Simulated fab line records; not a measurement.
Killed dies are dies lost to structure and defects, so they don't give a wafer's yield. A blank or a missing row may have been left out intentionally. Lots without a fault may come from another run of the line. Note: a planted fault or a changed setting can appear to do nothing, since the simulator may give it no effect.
Which tool is to blame? | flow gf180mcu | 18 wafers from 6 lots sampled at 3 of the route's 602 steps

== WHAT EACH GAUGE READ, for each wafer ==
GF_V5_THK_MEAS_03.
lot  | measured     | on            | V5_CVD_02_THK (nm)
L760 | day 27 17:36 | film_metro-01 | 1441 1439 1481
L765 | day 29 01:14 | film_metro-04 | 1455 1256 1489
L768 | day 29 19:36 | film_metro-04 | 1433 1242 1458
L773 | day 31 06:02 | film_metro-04 | 1428 1451 1452
L777 | day 32 04:49 | film_metro-01 | 1466 1446 1450
L779 | day 32 17:25 | film_metro-04 | 1429 1445 1453

== TOOL THAT RAN EACH LOT (tool first, then ch and the chambers of the sampled wafers, then the start) ==
lot  | GF_MIM_SPUTTER_09            | GF_V5_CVD_02
L760 | pvd_sputter-03, day 25 16:36 | pecvd-03 ch 0,1,2, day 27 17:29
L765 | pvd_sputter-04, day 27 08:24 | pecvd-01 ch 0,1,2, day 29 01:07
L768 | pvd_sputter-04, day 28 04:25 | pecvd-01 ch 1,2, day 29 19:30
L773 | pvd_sputter-04, day 29 15:40 | pecvd-04 ch 0,1,2, day 31 05:56
L777 | pvd_sputter-04, day 30 15:49 | pecvd-01 ch 0,1,2, day 32 04:44
L779 | pvd_sputter-03, day 31 06:17 | pecvd-04 ch 0,1,2, day 32 17:20
- GF_MIM_SPUTTER_09: material TiN, target thk 35 nm, time 29.2 s.
- GF_V5_CVD_02: deposits SiO2 from TEOS, target thk 1450 nm, time 163.28 s.

== THE ANSWER, worked out from the rows above alone ==
Rule: usual is defined by the lots themselves. The widest of any qualifying gaps counts: lots, ordered by their means at a reading, are off when they make up no more than a third of the lots, leave a main group of 4 or more, and stand apart from it by 3 or more times the standard deviation of that group's means. Not used: any main group whose means are identical at the precision the tables above print for the reading. Also off: a lot with no number at a reading for which 4 or more lots have one. The other lots that the step has rows for count as sound.
Off: L765, L768, at GF_V5_THK_MEAS_03 (V5_CVD_02_THK). The main group: mean 1448 nm, standard deviation 5.4.
If a tool, at a process step before that reading, ran all the lots that are off and no sound lot after the first of them, it fits. Those tools and the gauges at GF_V5_THK_MEAS_03 are tried in the same way. No candidate that was tried fits.

== WHAT WAS PUT IN BY THE SIMULATOR ==
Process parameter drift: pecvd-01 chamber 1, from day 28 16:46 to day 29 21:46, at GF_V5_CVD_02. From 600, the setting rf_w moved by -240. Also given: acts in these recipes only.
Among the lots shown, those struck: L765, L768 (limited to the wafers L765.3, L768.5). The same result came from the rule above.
